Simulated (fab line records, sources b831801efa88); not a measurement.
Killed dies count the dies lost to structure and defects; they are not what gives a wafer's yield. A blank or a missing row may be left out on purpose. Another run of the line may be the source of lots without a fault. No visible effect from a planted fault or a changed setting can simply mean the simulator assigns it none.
Which tool is to blame? -- flow gf180mcu -- 12 lots with 36 wafers sampled at 5 steps, on a route of 602 steps

WHAT EACH GAUGE READ, for each wafer
GF_PSD_RS_MEAS_14: the measuring method here is four-point-probe. Usual: NSD_RS gives 46.15 ohm/sq (standard deviation 0.097).
lot,measured,on,NSD_RS (ohm/sq),flag
L802,day 14 04:17,filmMetro-01,46.19 46.26 46.32,
L803,day 14 10:09,filmMetro-01,46.22 46.12 46.14,
L806,day 15 15:17,filmMetro-01,46.14 46.09 46.08,
L807,day 15 19:31,filmMetro-02,47.18 47.19 47.08 47.13 47.21 47.11,OFF
L809,day 16 17:23,filmMetro-01,47.05 47.13 47.18 47.08 47.14 47.15,OFF
L810,day 17 01:49,filmMetro-04,46.27 46.18 46.24,
L816,day 19 11:34,filmMetro-04,46.25 46.11 46.20,
L817,day 19 18:31,filmMetro-04,45.98 46.16 46.19,
L821,day 21 03:29,filmMetro-02,46.16 46.04 46.14,
L823,day 21 11:55,filmMetro-02,46.08 46.13 46.13,
L824,day 22 01:13,filmMetro-04,46.12 46.18 46.07,
L825,day 22 08:13,filmMetro-02,46.12 46.12 46.00,

GF_PSD_RS_MEAS_15: the measuring method here is four-point-probe. Usual: PSD_RS gives 108.63 ohm/sq (standard deviation 0.3).
lot,measured,on,PSD_RS (ohm/sq),flag
L802,day 14 04:24,filmMetro-01,108.67 108.65 108.74,
L803,day 14 10:16,filmMetro-01,109.06 108.99 108.66,
L806,day 15 15:25,filmMetro-01,108.30 108.63 108.26,
L807,day 16 02:14,filmMetro-02,111.15 111.06 111.42 111.20 111.30 111.54,OFF
L809,day 16 18:38,filmMetro-01,111.19 111.14 111.39 111.22 111.39 111.23,OFF
L810,day 17 01:56,filmMetro-04,108.90 108.98 108.77,
L816,day 19 11:41,filmMetro-04,108.99 108.85 108.76,
L817,day 19 18:38,filmMetro-04,108.48 108.84 108.84,
L821,day 21 03:36,filmMetro-02,108.80 108.60 108.72,
L823,day 21 12:02,filmMetro-02,108.74 108.48 108.82,
L824,day 22 01:20,filmMetro-04,108.12 108.19 108.62,
L825,day 22 08:20,filmMetro-02,108.19 108.47 108.36,

GF_SAB_THK_MEAS_01. Usual: SAB_CVD_00_THK gives 50.0 nm (standard deviation 0.66).
lot,measured,on,SAB_CVD_00_THK (nm),flag
L802,day 14 04:32,filmMetro-03,49.9 50.2 50.7,
L803,day 14 10:25,filmMetro-02,49.6 49.9 50.4,
L806,day 15 15:32,filmMetro-02,49.3 50.8 51.0,
L807,day 16 05:42,filmMetro-03,49.4 50.0 50.2,
L809,day 16 20:49,filmMetro-03,50.1 50.0 50.3,
L810,day 17 02:04,filmMetro-04,49.5 49.6 50.0,
L816,day 19 11:49,filmMetro-03,49.7 50.0 49.9,
L817,day 19 18:47,filmMetro-02,49.6 50.5 50.9,
L821,day 21 03:44,filmMetro-04,49.4 48.8 50.1,
L823,day 21 12:11,filmMetro-03,49.0 49.6 50.0,
L824,day 22 01:29,filmMetro-04,50.0 49.9 51.1,
L825,day 22 08:26,filmMetro-04,49.7 50.4 50.2,

GF_CONTACT_THK_MEAS_03. Usual: CONTACT_CVD_02_THK gives 860 nm (standard deviation 11).
lot,measured,on,CONTACT_CVD_02_THK (nm),flag
L802,day 15 02:46,filmMetro-03,854 849 870,
L803,day 15 07:58,filmMetro-02,840 851 858,
L806,day 16 14:53,filmMetro-01,869 872 890,
L807,day 16 19:19,filmMetro-03,851 861 873,
L809,day 17 17:11,filmMetro-01,846 861 878,
L810,day 18 02:35,filmMetro-02,858 867 887,
L816,day 20 13:19,filmMetro-03,853 866 854,
L817,day 21 00:08,filmMetro-01,836 866 849,
L821,day 22 04:53,filmMetro-01,861 860 875,
L823,day 22 12:48,filmMetro-02,853 850 866,
L824,day 23 01:41,filmMetro-01,842 848 843,
L825,day 23 09:09,filmMetro-03,872 862 863,

WHAT TOOL EACH LOT RAN ON (gives the tool, then ch and the chambers of the sampled wafers, and finally the start)
lot,GF_PSD_RTA_13
L802,"rtpAnneal-02 ch 0, day 14 04:11"
L803,"rtpAnneal-01 ch 0, day 14 10:04"
L806,"rtpAnneal-01 ch 0, day 15 15:11"
L807,"rtpAnneal-01 ch 0, day 15 19:26"
L809,"rtpAnneal-01 ch 0, day 16 17:18"
L810,"rtpAnneal-02 ch 0, day 17 01:44"
L816,"rtpAnneal-01 ch 0, day 19 11:29"
L817,"rtpAnneal-01 ch 0, day 19 18:26"
L821,"rtpAnneal-02 ch 0, day 21 03:23"
L823,"rtpAnneal-02 ch 0, day 21 11:50"
L824,"rtpAnneal-01 ch 0, day 22 01:08"
L825,"rtpAnneal-01 ch 0, day 22 08:07"
- GF_PSD_RTA_13: time 20 s.

AS READ BY THE TOOLS THEMSELVES (means over the sampled wafers that have a number; for cases with no such wafer, the mark the record gives instead)
GF_PSD_RTA_13. Usual: chamberO2Ppm 1.999, standard deviation 0.025; lampPowerPct 32.4 %, standard deviation 1; runLengthS 48.87 s, standard deviation 0.28; wafer_temp_C_max 1030, standard deviation 3.1.
lot,tool,chamberO2Ppm,lampPowerPct (%),runLengthS (s),wafer_temp_C_max,flag
L802,rtpAnneal-02,2.013,31.2,48.68,1033,
L803,rtpAnneal-01,2.025,33.3,49.00,1028,
L806,rtpAnneal-01,1.990,33.3,49.33,1028,
L807,rtpAnneal-01,2.007,33.2,45.10,1027,OFF
L809,rtpAnneal-01,2.004,33.2,45.07,1027,OFF
L810,rtpAnneal-02,1.964,31.3,48.52,1034,
L816,rtpAnneal-01,1.975,33.3,49.09,1027,
L817,rtpAnneal-01,1.988,33.3,49.15,1028,
L821,rtpAnneal-02,1.998,31.3,48.57,1033,
L823,rtpAnneal-02,1.987,31.3,48.58,1033,
L824,rtpAnneal-01,1.992,33.3,48.92,1028,
L825,rtpAnneal-01,1.988,33.3,48.94,1028,

THE ANSWER, worked out from the rows above alone
Rule: lot off if the mean of its wafers having a number is beyond 3 standard deviations from the usual mean. A lot without any number at a reading at which 4 lots or more have one is off too. Any other lot the step has rows for is counted as sound. First the gauges in route order, then the tools' own readings, where a lot's mean is used as printed above. The first step at which some lot is off is used, and at that step the reading that is off furthest; a lot without a number counts as furthest.
Off: L807, L809, at GF_PSD_RS_MEAS_14 (NSD_RS).
If a tool, at a process step before that reading, ran all the lots that are off and no sound lot after the first of them, it fits. Not tried: the gauges at GF_PSD_RS_MEAS_14; whatever is off there is also off at GF_PSD_RTA_13, on other tools, and gauge error can't account for it. Of those tried, none fits.

WHAT THE SIMULATOR HAD INSERTED
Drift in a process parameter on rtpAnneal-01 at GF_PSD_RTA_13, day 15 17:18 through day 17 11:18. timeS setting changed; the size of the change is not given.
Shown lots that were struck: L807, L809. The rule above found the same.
